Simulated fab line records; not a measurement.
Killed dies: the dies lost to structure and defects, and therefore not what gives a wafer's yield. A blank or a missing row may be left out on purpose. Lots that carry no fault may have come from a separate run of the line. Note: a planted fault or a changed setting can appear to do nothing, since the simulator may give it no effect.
Which of the tools did it? ; flow sky130 ; 21 wafers from 7 lots sampled at 2 of the route's 708 steps

WHAT EACH GAUGE READ, for each wafer
SKY_METAL1_CD_MEAS_15: target cd 140 nm.
lot;measured;on;cdNm (nm)
L328;day 33 03:55;cdSem-01;136.7 136.5 136.5
L333;day 35 02:33;cdSem-02;138.5 138.6 139.1
L336;day 36 01:46;cdSem-01;141.4 138.9 140.0
L341;day 37 10:33;cdSem-02;141.5 140.6 142.2
L343;day 38 06:18;cdSem-02;137.3 139.2 138.8
L347;day 39 05:53;cdSem-02;139.6 137.0 139.5
L349;day 39 21:32;cdSem-02;139.9 139.5 139.6

WHICH TOOL RAN EACH LOT (tool, then ch and the chambers of the sampled wafers, then the start)
lot;SKY_CONTACT_ETCH_18
L328;rieDiel-01 ch 1,3, day 33 03:55 or earlier
L333;rieDiel-01 ch 0,1,2, day 35 02:33 or earlier
L336;rieDiel-03 ch 0,1,2, day 36 01:46 or earlier
L341;rieDiel-03 ch 0,2,3, day 37 10:33 or earlier
L343;rieDiel-01 ch 1,2, day 38 06:18 or earlier
L347;rieDiel-03 ch 0,1, day 39 05:53 or earlier
L349;rieDiel-02 ch 0,2,3, day 39 21:32 or earlier
- SKY_CONTACT_ETCH_18: etches Si3N4 in CHF3/O2, stops on TiN, time 39 s, target depth 75 nm.

THE ANSWER, worked out from the rows above alone
Rule: the usual values come from the lots themselves. The widest of any qualifying gaps counts: lots, ordered by their means at a reading, are off when they make up no more than a third of the lots, leave a main group of 4 or more, and stand apart from it by 3 or more times the standard deviation of that group's means. If all means in a main group match to the digits the tables above print for the reading, that group is not used. Also off: a lot with no number at a reading for which 4 or more lots have one. Any other lot the step has rows for is counted as sound.
Across all readings shown, no lot is off: no conclusion can be drawn from this.

WHAT THE SIMULATOR PUT IN
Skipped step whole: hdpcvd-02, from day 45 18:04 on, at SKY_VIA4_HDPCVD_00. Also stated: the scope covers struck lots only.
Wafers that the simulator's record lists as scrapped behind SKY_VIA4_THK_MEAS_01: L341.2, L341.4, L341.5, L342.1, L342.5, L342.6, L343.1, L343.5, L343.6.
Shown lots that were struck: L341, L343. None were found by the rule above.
